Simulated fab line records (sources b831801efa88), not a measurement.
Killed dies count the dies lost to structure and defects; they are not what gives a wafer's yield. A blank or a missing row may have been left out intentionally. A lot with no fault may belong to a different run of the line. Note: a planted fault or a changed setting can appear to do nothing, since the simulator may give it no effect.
fab line records	flow sky130
record lots=24	wafers=72	last_day=50
route steps=708 shown METAL1@440 METAL2@502 VIA2@509 CAPM@549 VIA3@576
lots that met no fault: taken from a fault-free run of the same line
start_h: hours from the record's first day to the start of the lot's first wafer shown	wait_h: time in hours since the lot's previous step	" identical to the entry in the row above	L1.1+2: one row covering several wafers at once	- no value, or no start was given	* or withheld: withheld	< > ~ a bound
route shown NAME@n: NAME is a module with steps in the file, n the number in the route of the first one	usual: the fault-free wafers' mean and standard deviation	same: alike in all rows	chamber/n: place in a boat	sites: per-site readings	_std_site: how widely they spread, as a standard deviation	_edge_site: outer sites' mean less inner sites'	radius_mm: how far each site lies from the wafer's centre	mask NAME#n: copy n	behind: the most recent tool/chamber to have shaped the wafer	hold: the reason the lot was held/the length of the hold in hours/how it ended	device: whichever transistor did not switch (one of n, p or np)	end of line: tests run on the same wafers once the route is complete	a step given without rows: its recipe and nothing more	killed: dies lost to structure and defects at the first sort, not the wafer's yield	map: shows each die of a wafer: x if killed, . if not, _ if none is there
set.NAME: the setting that was run; set.NAME@STEP: the one run at that earlier step	model.NAME: the simulator's own value behind a step, which no gauge read
a sample of lots followed through the steps of the route, with each step as a table and each wafer as a row
services: when a tool's chamber went out of use (start_h, in hours from the record's first day, below 0 if earlier), for how many hours, and the reason
## steps
# step SKY_METAL1_THK_MEAS_06
# recipe thk_meas_gauge=xrf	reads=AlCu_of_METAL1_SPUTTER_02
# usual METAL1_ALCU_THK=246.6/2.3
lot.wafer	tool	chamber	start_h	wait_h	METAL1_ALCU_THK[nm]
L074.2	film_metro-01	-	729.40	0.1	247.2
L074.3	"	-	"	"	248.5
L074.5	"	-	"	"	246.9
L077.2	film_metro-01	-	759.31	0.1	247.2
L077.5	"	-	"	"	245.9
L077.6	"	-	"	"	248.4
L075.2	film_metro-04	-	761.02	0.1	247.1
L075.3	"	-	"	"	246.8
L075.4	"	-	"	"	246.9
L076.1	film_metro-01	-	761.43	0.1	248.2
L076.5	"	-	"	"	249.1
L076.6	"	-	"	"	246.0
L078.2	film_metro-04	-	771.78	0.1	245.2
L078.3	"	-	"	"	245.5
L078.4	"	-	"	"	245.0
L079.1	film_metro-04	-	774.89	0.1	248.2
L079.2	"	-	"	"	246.5
L079.6	"	-	"	"	248.7
L080.2	film_metro-04	-	781.20	0.1	246.8
L080.4	"	-	"	"	248.7
L080.6	"	-	"	"	245.7
L081.2	film_metro-01	-	783.48	0.1	247.0
L081.3	"	-	"	"	248.7
L081.4	"	-	"	"	248.0
L082.3	film_metro-04	-	798.62	0.1	251.4
L082.4	"	-	"	"	251.2
L082.5	"	-	"	"	253.7
L083.3	film_metro-04	-	803.33	0.1	250.1
L083.4	"	-	"	"	245.4
L083.6	"	-	"	"	247.0
L084.1	film_metro-04	-	816.23	0.1	245.4
L084.2	"	-	"	"	244.8
L084.5	"	-	"	"	247.1
L085.1	film_metro-04	-	826.80	0.1	247.6
L085.3	"	-	"	"	249.8
L085.6	"	-	"	"	249.3
L086.1	film_metro-03	-	831.90	0.1	245.4
L086.2	"	-	"	"	242.5
L086.6	"	-	"	"	244.9
L088.1	film_metro-01	-	874.51	0.1	247.7
L088.5	"	-	"	"	246.6
L088.6	"	-	"	"	247.1
L087.2	film_metro-03	-	876.85	0.1	243.9
L087.3	"	-	"	"	243.6
L087.5	"	-	"	"	246.3
L090.4	film_metro-04	-	877.61	0.1	246.9
L090.5	"	-	"	"	243.5
L090.6	"	-	"	"	245.8
L092.4	film_metro-03	-	878.79	0.1	246.0
L092.5	"	-	"	"	244.3
L092.6	"	-	"	"	245.9
L089.2	film_metro-01	-	879.81	0.1	254.2
L089.4	"	-	"	"	250.4
L089.5	"	-	"	"	248.9
L091.1	film_metro-03	-	880.06	0.1	243.1
L091.2	"	-	"	"	243.0
L091.6	"	-	"	"	240.6
L093.2	film_metro-03	-	881.85	0.1	242.1
L093.3	"	-	"	"	246.9
L093.4	"	-	"	"	242.9
L094.1	film_metro-03	-	894.78	0.1	243.0
L094.3	"	-	"	"	247.0
L094.6	"	-	"	"	242.9
L096.1	film_metro-03	-	921.55	0.1	244.3
L096.4	"	-	"	"	246.1
L096.5	"	-	"	"	245.0
L095.1	film_metro-01	-	922.49	0.1	247.1
L095.5	"	-	"	"	247.7
L095.6	"	-	"	"	245.2
L097.1	film_metro-03	-	923.87	0.1	246.6
L097.2	"	-	"	"	247.5
L097.5	"	-	"	"	245.6
# step SKY_METAL1_DESCUM_17
# recipe chemistry=O2	source_power_w=150	bias_power_w=0	pressure_mtorr=10	temp_c=40	time_s=8
# usual drypump_motor_current_A=5.8/0.32	he_backside_leak_sccm=3.45/0.29	oes_product_au=0.999/0.011
lot.wafer	tool	chamber	start_h	wait_h	drypump_motor_current_A	he_backside_leak_sccm	oes_product_au	rf_hours_counter_h
L074.2	rie_metal-04	0	756.94	0.0	6.3	3.13	1.005	10
L074.3	"	0	"	"	6.3	3.09	1.004	-
L074.5	"	1	"	"	5.4	3.57	1.001	-
L077.2	rie_metal-03	1	786.49	0.0	5.4	3.36	0.992	4
L077.5	"	0	"	"	5.9	3.52	1.002	-
L077.6	"	1	"	"	5.4	3.55	0.989	-
L075.2	rie_metal-04	0	787.53	0.0	6.3	3.50	1.022	11
L075.3	"	0	"	"	6.3	3.42	1.024	-
L075.4	"	1	"	"	5.4	3.48	1.022	-
L076.1	rie_metal-01	1	787.65	0.0	5.8	3.47	0.990	7
L076.5	"	0	"	"	6.0	3.55	1.013	-
L076.6	"	1	"	"	5.8	3.27	0.991	-
L078.2	rie_metal-04	0	797.96	0.0	6.3	3.04	1.007	12
L078.3	"	1	"	"	5.4	3.35	1.004	-
L078.4	"	0	"	"	6.3	3.11	1.013	-
L079.1	rie_metal-01	1	800.76	0.0	5.8	3.61	0.992	8
L079.2	"	0	"	"	6.0	3.39	1.016	6
L079.6	"	0	"	"	6.0	3.46	1.019	-
L080.2	rie_metal-04	0	808.26	0.0	6.3	3.28	0.996	-
L080.4	"	0	"	"	6.3	3.24	0.998	-
L080.6	"	0	"	"	6.3	3.37	1.000	-
L081.2	rie_metal-01	0	809.79	0.0	5.9	3.37	1.013	6
L081.3	"	1	"	"	5.8	3.40	0.994	-
L081.4	"	0	"	"	5.9	3.44	1.004	-
L082.3	rie_metal-01	0	825.32	0.0	5.9	3.40	1.006	-
L082.4	"	1	"	"	5.8	3.45	0.989	-
L082.5	"	1	"	"	5.8	3.43	0.986	-
L083.3	rie_metal-01	1	829.94	0.0	5.8	3.34	0.996	-
L083.4	"	0	"	"	6.0	3.49	1.018	-
L083.6	"	0	"	"	5.9	3.36	1.006	-
L084.1	rie_metal-03	0	843.33	0.0	6.0	3.64	1.008	14
L084.2	"	1	"	"	5.4	3.29	0.993	6
L084.5	"	1	"	"	5.4	3.63	0.995	-
L085.1	rie_metal-03	1	853.34	0.0	5.4	3.65	0.985	7
L085.3	"	1	"	"	5.4	3.90	0.986	-
L085.6	"	0	"	"	6.0	3.56	1.000	-
L086.1	rie_metal-03	1	858.44	0.0	5.5	3.85	1.003	7
L086.2	"	0	"	"	5.9	3.41	1.006	15
L086.6	"	0	"	"	6.0	3.47	1.011	-
L088.1	rie_metal-01	0	900.03	0.0	6.0	3.41	1.002	10
L088.5	"	0	"	"	6.0	3.20	0.999	-
L088.6	"	1	"	"	5.8	3.47	0.984	-
L087.2	rie_metal-03	1	902.18	0.0	5.4	3.51	0.987	8
L087.3	"	1	"	"	5.4	3.71	0.990	-
L087.5	"	0	"	"	6.0	3.62	1.010	-
L090.4	rie_metal-04	0	903.54	0.0	6.3	3.15	0.996	-
L090.5	"	1	"	"	5.4	3.45	0.987	-
L090.6	"	0	"	"	6.3	3.11	0.991	-
L092.4	rie_metal-01	1	904.61	0.0	5.8	3.21	0.997	-
L092.5	"	0	"	"	5.9	3.38	1.010	-
L092.6	"	1	"	"	5.8	3.35	1.005	-
L089.2	rie_metal-03	0	905.11	0.0	5.9	3.68	1.001	1
L089.4	"	1	"	"	5.4	3.53	0.991	-
L089.5	"	0	"	"	6.0	3.67	1.007	-
L091.1	rie_metal-04	0	905.46	0.0	6.3	3.17	1.003	17
L091.2	"	1	"	"	5.4	3.47	0.981	3
L091.6	"	1	"	"	5.4	3.49	0.997	-
L093.2	rie_metal-01	0	907.70	0.0	5.9	3.40	0.999	11
L093.3	"	1	"	"	5.8	3.51	0.973	-
L093.4	"	0	"	"	6.0	3.11	1.002	-
L094.1	rie_metal-01	0	919.75	0.0	6.0	3.39	0.996	11
L094.3	"	1	"	"	5.8	3.49	0.989	-
L094.6	"	0	"	"	6.0	3.39	1.009	-
L096.1	rie_metal-04	0	945.60	0.0	6.4	3.33	0.997	0
L096.4	"	0	"	"	6.4	3.22	0.997	-
L096.5	"	1	"	"	5.4	4.01	0.991	-
L095.1	rie_metal-04	0	946.71	0.0	6.3	3.18	0.996	0
L095.5	"	0	"	"	6.3	3.27	1.000	-
L095.6	"	1	"	"	5.4	3.40	0.992	-
L097.1	rie_metal-03	0	948.61	0.0	6.0	3.69	1.020	3
L097.2	"	1	"	"	5.4	3.71	1.001	11
L097.5	"	1	"	"	5.4	3.74	1.005	-
# step SKY_METAL2_METAL_ETCH_19
# recipe target_depth_a=3600	stop_on=SiO2	over_etch_frac=0.3	time_s=78	chemistry=Cl2/BCl3	resist_sidewall_deg=88	pressure_mtorr=10	icp_w=900	bias_w=48.5	Cl2_flow_sccm=60	bcl3_flow_sccm=30
# usual bcl3_flow_sccm=30.01/0.08	drypump_motor_current_A=5.8/0.43	he_backside_leak_sccm=3.35/0.3	oes_product_au=0.854/0.0053	throttle_valve_pct=22.264/0.0085
# same over_etch_frac=0.3
lot.wafer	tool	chamber	start_h	wait_h	bcl3_flow_sccm	drypump_motor_current_A	he_backside_leak_sccm	oes_product_au	rf_hours_counter_h	throttle_valve_pct
L074.2	rie_metal-01	0	812.89	0.0	30.00	5.9	3.46	0.847	6	22.246
L074.3	"	1	"	"	29.96	5.8	3.29	0.864	-	22.285
L074.5	"	1	"	"	29.86	5.8	3.31	0.861	-	22.272
L077.2	rie_metal-04	0	842.23	0.0	30.01	6.3	3.15	0.852	14	22.270
L077.5	"	1	"	"	30.07	5.4	3.43	0.852	-	22.267
L077.6	"	0	"	"	29.98	6.3	3.19	0.854	-	22.268
L075.2	rie_metal-02	0	843.74	0.0	30.00	5.1	3.41	0.860	15	22.268
L075.3	"	1	"	"	29.98	5.9	3.09	0.868	-	22.265
L075.4	"	0	"	"	29.96	5.1	3.51	0.853	-	22.264
L076.1	rie_metal-01	0	844.13	0.0	30.06	5.9	3.42	0.862	8	22.257
L076.5	"	1	"	"	29.93	5.8	3.45	0.859	-	22.266
L076.6	"	0	"	"	30.01	5.9	3.26	0.864	-	22.264
L078.2	rie_metal-04	0	854.66	0.1	30.03	6.3	3.26	0.857	-	22.277
L078.3	"	0	"	"	30.16	6.3	3.18	0.845	-	22.271
L078.4	"	0	"	"	29.94	6.4	3.17	0.854	-	22.253
L079.1	rie_metal-01	0	856.64	0.0	30.03	5.9	3.26	0.857	8	22.268
L079.2	"	1	"	"	29.84	5.8	3.30	0.847	10	22.263
L079.6	"	1	"	"	29.89	5.8	3.54	0.854	-	22.259
L080.2	rie_metal-01	0	865.73	0.0	30.01	5.9	3.20	0.863	9	22.253
L080.4	"	0	"	"	30.02	5.9	3.38	0.859	-	22.261
L080.6	"	0	"	"	29.99	5.9	3.30	0.860	-	22.263
L081.2	rie_metal-04	0	867.15	0.1	30.07	6.3	4.36	0.848	-	22.253
L081.3	"	0	"	"	29.96	6.3	3.08	0.852	-	22.256
L081.4	"	0	"	"	29.93	6.3	3.07	0.844	-	22.252
L082.3	rie_metal-04	0	881.12	0.1	29.98	6.4	3.18	0.854	-	22.269
L082.4	"	1	"	"	30.00	5.4	3.60	0.850	-	22.269
L082.5	"	1	"	"	30.05	5.4	3.58	0.846	-	22.274
L083.3	rie_metal-04	1	885.52	0.1	30.01	5.4	3.38	0.856	-	22.259
L083.4	"	0	"	"	30.06	6.3	3.34	0.846	-	22.273
L083.6	"	0	"	"	29.99	6.3	3.32	0.844	-	22.288
L084.1	rie_metal-04	1	898.73	0.0	30.08	5.4	3.43	0.851	2	22.268
L084.2	"	0	"	"	29.94	6.3	3.30	0.855	16	22.251
L084.5	"	1	"	"	30.17	5.4	3.46	0.862	-	22.275
L085.1	rie_metal-02	0	908.74	0.0	30.09	5.1	3.31	0.846	18	22.271
L085.3	"	0	"	"	30.04	5.1	3.46	0.852	-	22.272
L085.6	"	1	"	"	30.15	6.0	3.05	0.852	-	22.276
L086.1	rie_metal-01	0	912.68	0.0	29.88	5.9	3.41	0.865	11	22.268
L086.2	"	1	"	"	30.02	5.8	3.62	0.862	13	22.269
L086.6	"	1	"	"	29.96	5.8	3.62	0.844	-	22.270
L088.1	rie_metal-04	1	953.13	0.0	29.99	5.4	3.45	0.866	5	22.240
L088.5	"	0	"	"	30.08	6.3	3.31	0.855	-	22.273
L088.6	"	1	"	"	29.97	5.4	3.43	0.849	-	22.263
L087.2	rie_metal-02	1	954.93	0.0	29.90	6.0	3.14	0.853	17	22.255
L087.3	"	0	"	"	29.96	5.1	3.37	0.864	-	22.274
L087.5	"	0	"	"	29.91	5.1	3.34	0.855	-	22.278
L090.4	rie_metal-04	0	956.32	0.1	30.07	6.3	3.17	0.860	-	22.269
L090.5	"	0	"	"	30.08	6.3	3.12	0.857	-	22.259
L090.6	"	1	"	"	30.19	5.4	3.33	0.854	-	22.266
L092.4	rie_metal-02	1	957.46	0.1	30.00	6.0	3.17	0.861	-	22.264
L092.5	"	1	"	"	30.00	6.0	3.13	0.848	-	22.252
L092.6	"	0	"	"	29.87	5.1	3.31	0.856	-	22.278
L089.2	rie_metal-02	0	957.73	0.0	30.12	5.1	3.41	0.848	21	22.262
L089.4	"	1	"	"	29.99	6.0	3.11	0.843	-	22.259
L089.5	"	0	"	"	30.03	5.1	3.37	0.861	-	22.258
L091.1	rie_metal-04	1	959.08	0.0	30.04	5.4	3.35	0.855	6	22.266
L091.2	"	0	"	"	29.91	6.3	3.21	0.857	1	22.267
L091.6	"	0	"	"	29.87	6.3	3.24	0.851	-	22.273
L093.2	rie_metal-02	0	960.33	0.0	29.95	5.1	3.35	0.858	21	22.255
L093.3	"	1	"	"	30.05	6.0	3.04	0.862	-	22.248
L093.4	"	0	"	"	29.91	5.1	3.38	0.857	-	22.266
L094.1	rie_metal-02	1	969.88	0.0	30.00	6.0	3.23	0.845	17	22.261
L094.3	"	0	"	"	30.09	5.1	3.42	0.858	-	22.267
L094.6	"	0	"	"	29.99	5.1	3.45	0.855	-	22.269
L096.1	rie_metal-01	0	996.08	0.0	29.90	6.0	3.30	0.852	14	22.267
L096.4	"	1	"	"	30.06	5.8	3.30	0.856	-	22.255
L096.5	"	1	"	"	29.88	5.8	3.59	0.851	-	22.263
L095.1	rie_metal-04	1	997.04	0.0	30.09	5.4	3.42	0.846	8	22.258
L095.5	"	0	"	"	30.01	6.3	3.25	0.851	-	22.242
L095.6	"	1	"	"	30.11	5.4	3.58	0.859	-	22.267
L097.1	rie_metal-04	1	999.48	0.0	30.00	5.4	3.29	0.854	8	22.255
L097.2	"	0	"	"	29.87	6.3	3.39	0.854	3	22.261
L097.5	"	1	"	"	30.20	5.4	3.39	0.853	-	22.263
# step SKY_VIA2_CMP_02
# recipe material=SiO2	down_force_psi=4	platen_rpm=60	pad_velocity_m_s=0.94248
# usual motor_current_A=12.9/1.5
lot.wafer	tool	chamber	start_h	wait_h	motor_current_A
L074.2	cmp-02	2	813.79	0.0	14.5
L074.3	"	3	"	"	13.1
L074.5	"	3	"	"	13.3
L077.2	cmp-01	0	843.29	0.2	11.5
L077.5	"	1	"	"	10.8
L077.6	"	2	"	"	14.3
L075.4	cmp-02	2	844.77	0.0	14.5
L075.3	"	3	"	"	12.6
L075.2	"	0	"	"	11.8
L076.1	cmp-01	2	845.33	0.3	14.2
L076.5	"	3	"	"	15.2
L076.6	"	0	"	"	11.0
L078.2	cmp-02	2	855.65	0.0	15.5
L078.4	"	3	"	"	13.0
L078.3	"	1	"	"	13.3
L079.2	cmp-01	2	857.57	0.1	14.0
L079.1	"	3	"	"	14.4
L079.6	"	1	"	"	11.3
L080.4	cmp-01	2	866.73	0.1	14.1
L080.2	"	0	"	"	10.8
L080.6	"	2	"	"	13.6
L081.4	cmp-01	1	868.17	0.1	10.4
L081.2	"	2	"	"	13.3
L081.3	"	3	"	"	14.2
L082.3	cmp-02	2	882.02	0.1	14.3
L082.4	"	0	"	"	11.4
L082.5	"	2	"	"	14.7
L083.3	cmp-02	3	886.42	0.1	13.4
L083.4	"	1	"	"	13.1
L083.6	"	3	"	"	12.9
L084.1	cmp-01	2	899.65	0.1	14.2
L084.2	"	0	"	"	10.6
L084.5	"	1	"	"	11.7
L085.1	cmp-01	3	909.80	0.2	14.2
L085.3	"	1	"	"	11.4
L085.6	"	2	"	"	14.0
L086.1	cmp-01	2	913.60	0.1	14.0
L086.2	"	0	"	"	11.2
L086.6	"	1	"	"	10.9
L088.1	cmp-01	1	954.03	0.1	11.2
L088.6	"	1	"	"	10.7
L088.5	"	2	"	"	13.9
L087.3	cmp-02	1	955.80	0.0	12.9
L087.2	"	3	"	"	13.1
L087.5	"	1	"	"	12.7
L090.4	cmp-01	2	957.37	0.2	14.4
L090.5	"	3	"	"	14.0
L090.6	"	0	"	"	10.9
L092.4	cmp-01	2	958.39	0.1	13.5
L092.6	"	1	"	"	11.2
L092.5	"	2	"	"	13.6
L089.4	cmp-01	0	958.87	0.1	11.6
L089.2	"	1	"	"	11.1
L089.5	"	2	"	"	13.7
L091.1	cmp-02	3	960.45	0.5	13.4
L091.2	"	0	"	"	10.9
L091.6	"	3	"	"	13.8
L093.4	cmp-02	2	961.20	0.0	15.3
L093.3	"	3	"	"	13.3
L093.2	"	0	"	"	11.2
L094.1	cmp-02	0	970.81	0.1	11.4
L094.3	"	1	"	"	13.8
L094.6	"	0	"	"	10.7
L096.1	cmp-02	0	996.96	0.1	11.5
L096.4	"	2	"	"	15.1
L096.5	"	0	"	"	11.6
L095.1	cmp-02	2	998.06	0.2	14.9
L095.5	"	3	"	"	13.5
L095.6	"	0	"	"	11.6
L097.1	cmp-02	2	1000.45	0.1	15.2
L097.2	"	3	"	"	13.2
L097.5	"	0	"	"	11.5
# step SKY_CAPM_OVL_MEAS_12
# usual CAPM_OVL=0.4/1.6
lot.wafer	tool	chamber	start_h	wait_h	CAPM_OVL[nm]
L074.2	overlay-01	-	868.31	0.1	1.0
L074.3	"	-	"	"	-0.6
L074.5	"	-	"	"	-0.4
L077.2	overlay-02	-	898.31	0.1	1.6
L077.5	"	-	"	"	2.0
L077.6	"	-	"	"	0.7
L075.2	overlay-02	-	898.61	0.1	1.4
L075.3	"	-	"	"	0.9
L075.4	"	-	"	"	-0.8
L076.1	overlay-02	-	899.99	0.1	-2.4
L076.5	"	-	"	"	-0.8
L076.6	"	-	"	"	-0.7
L078.2	overlay-01	-	909.88	0.1	-0.6
L078.3	"	-	"	"	0.1
L078.4	"	-	"	"	0.2
L079.1	overlay-02	-	910.48	0.1	0.7
L079.2	"	-	"	"	0.4
L079.6	"	-	"	"	0.8
L080.2	overlay-01	-	918.81	0.1	0.9
L080.4	"	-	"	"	0.6
L080.6	"	-	"	"	0.9
L081.2	overlay-02	-	921.00	0.1	0.5
L081.3	"	-	"	"	-0.7
L081.4	"	-	"	"	-2.2
L082.3	overlay-01	-	934.79	0.1	-0.3
L082.4	"	-	"	"	-0.3
L082.5	"	-	"	"	2.2
L083.3	overlay-02	-	937.64	0.1	0.1
L083.4	"	-	"	"	0.4
L083.6	"	-	"	"	-0.2
L084.1	overlay-02	-	952.08	0.1	0.3
L084.2	"	-	"	"	0.4
L084.5	"	-	"	"	-1.6
L085.1	overlay-02	-	960.49	0.1	-0.6
L085.3	"	-	"	"	-1.5
L085.6	"	-	"	"	-0.9
L086.1	overlay-01	-	963.73	0.1	1.0
L086.2	"	-	"	"	1.1
L086.6	"	-	"	"	1.4
L088.1	overlay-01	-	1003.50	0.1	-1.6
L088.5	"	-	"	"	-1.7
L088.6	"	-	"	"	-2.5
L087.2	overlay-01	-	1004.95	0.1	1.0
L087.3	"	-	"	"	0.8
L087.5	"	-	"	"	3.6
L090.4	overlay-02	-	1006.32	0.1	0.7
L090.5	"	-	"	"	-0.8
L090.6	"	-	"	"	0.3
L092.4	overlay-01	-	1007.19	0.1	2.5
L092.5	"	-	"	"	3.8
L092.6	"	-	"	"	2.9
L089.2	overlay-02	-	1007.83	0.1	1.2
L089.4	"	-	"	"	1.0
L089.5	"	-	"	"	-0.1
L091.1	overlay-01	-	1009.35	0.1	0.6
L091.2	"	-	"	"	2.8
L091.6	"	-	"	"	3.8
L093.2	overlay-01	-	1010.40	0.1	3.6
L093.3	"	-	"	"	2.6
L093.4	"	-	"	"	2.6
L094.1	overlay-01	-	1018.33	0.1	-1.1
L094.3	"	-	"	"	-0.5
L094.6	"	-	"	"	-2.2
L096.1	overlay-01	-	1043.49	0.1	2.3
L096.4	"	-	"	"	1.9
L096.5	"	-	"	"	1.1
L095.1	overlay-01	-	1045.24	0.1	-1.7
L095.5	"	-	"	"	-1.9
L095.6	"	-	"	"	-0.4
L097.1	overlay-01	-	1047.28	0.1	2.9
L097.2	"	-	"	"	2.7
L097.5	"	-	"	"	4.3
# step SKY_VIA3_BOW_MEAS_03
# recipe mode=bow
# usual VIA3_BOW=79/7.8
lot.wafer	tool	chamber	start_h	wait_h	VIA3_BOW[um]
L074.2	film_metro-04	-	896.90	0.2	78
L074.3	"	-	"	"	81
L074.5	"	-	"	"	79
L075.2	film_metro-02	-	925.53	0.2	82
L075.3	"	-	"	"	65
L075.4	"	-	"	"	83
L077.2	film_metro-03	-	926.51	0.2	84
L077.5	"	-	"	"	93
L077.6	"	-	"	"	96
L076.1	film_metro-02	-	927.33	0.1	73
L076.5	"	-	"	"	70
L076.6	"	-	"	"	88
L078.2	film_metro-04	-	937.05	0.3	76
L078.3	"	-	"	"	78
L078.4	"	-	"	"	85
L079.1	film_metro-04	-	937.81	0.1	72
L079.2	"	-	"	"	79
L079.6	"	-	"	"	79
L080.2	film_metro-04	-	945.64	0.2	78
L080.4	"	-	"	"	86
L080.6	"	-	"	"	70
L081.2	film_metro-03	-	948.28	0.2	82
L081.3	"	-	"	"	80
L081.4	"	-	"	"	77
L082.3	film_metro-02	-	961.92	0.2	87
L082.4	"	-	"	"	79
L082.5	"	-	"	"	91
L083.3	film_metro-02	-	964.32	0.2	78
L083.4	"	-	"	"	60
L083.6	"	-	"	"	75
L084.1	film_metro-03	-	978.31	0.1	79
L084.2	"	-	"	"	90
L084.5	"	-	"	"	76
L085.1	film_metro-04	-	986.16	0.1	82
L085.3	"	-	"	"	73
L085.6	"	-	"	"	68
L086.1	film_metro-04	-	989.45	0.2	73
L086.2	"	-	"	"	81
L086.6	"	-	"	"	76
L088.1	film_metro-03	-	1028.46	0.1	82
L088.5	"	-	"	"	73
L088.6	"	-	"	"	86
L087.2	film_metro-03	-	1030.90	0.2	85
L087.3	"	-	"	"	82
L087.5	"	-	"	"	63
L090.4	film_metro-04	-	1031.85	0.3	79
L090.5	"	-	"	"	71
L090.6	"	-	"	"	76
L092.4	film_metro-03	-	1032.72	0.3	75
L092.5	"	-	"	"	77
L092.6	"	-	"	"	82
L089.2	film_metro-04	-	1033.79	0.1	82
L089.4	"	-	"	"	82
L089.5	"	-	"	"	80
L091.1	film_metro-02	-	1034.32	0.1	82
L091.2	"	-	"	"	99
L091.6	"	-	"	"	90
L093.2	film_metro-03	-	1035.90	0.2	82
L093.3	"	-	"	"	75
L093.4	"	-	"	"	81
L094.1	film_metro-02	-	1042.49	0.2	81
L094.3	"	-	"	"	64
L094.6	"	-	"	"	73
L096.1	film_metro-04	-	1066.99	0.2	77
L096.4	"	-	"	"	69
L096.5	"	-	"	"	96
L095.1	film_metro-02	-	1069.39	0.2	74
L095.5	"	-	"	"	76
L095.6	"	-	"	"	74
L097.1	film_metro-04	-	1070.51	0.2	79
L097.2	"	-	"	"	71
L097.5	"	-	"	"	72
## services
tool	chamber	start_h	hours	kind
cmp-02	-	738.57	1.0	repair
rie_metal-03	1	742.31	1.0	repair
cmp-02	-	744.00	4.0	pm
rie_metal-02	1	785.09	10.1	repair
rie_metal-03	-	788.47	15.6	pm
cmp-01	-	792.24	4.7	pm
rie_metal-04	1	801.80	-	clean
rie_metal-04	1	801.80	14.9	scheduled_down
rie_metal-04	1	801.80	14.9	vent_cycle
rie_metal-01	1	817.35	4.6	repair
cmp-01	-	819.24	15.2	pm
rie_metal-04	1	851.17	20.0	repair
cmp-01	-	903.06	1.9	repair
cmp-02	-	909.36	3.7	repair
cmp-01	-	918.48	4.0	pm
rie_metal-01	-	921.33	2.8	pm
rie_metal-04	0	925.43	-	clean
rie_metal-01	0	934.17	15.7	repair
cmp-02	-	944.08	5.3	pm
cmp-01	-	951.34	1.1	repair
cmp-01	-	951.41	1.3	repair
rie_metal-02	-	960.59	2.8	pm
rie_metal-03	-	974.99	3.4	repair
rie_metal-04	0	978.23	7.5	repair
## key
fault none
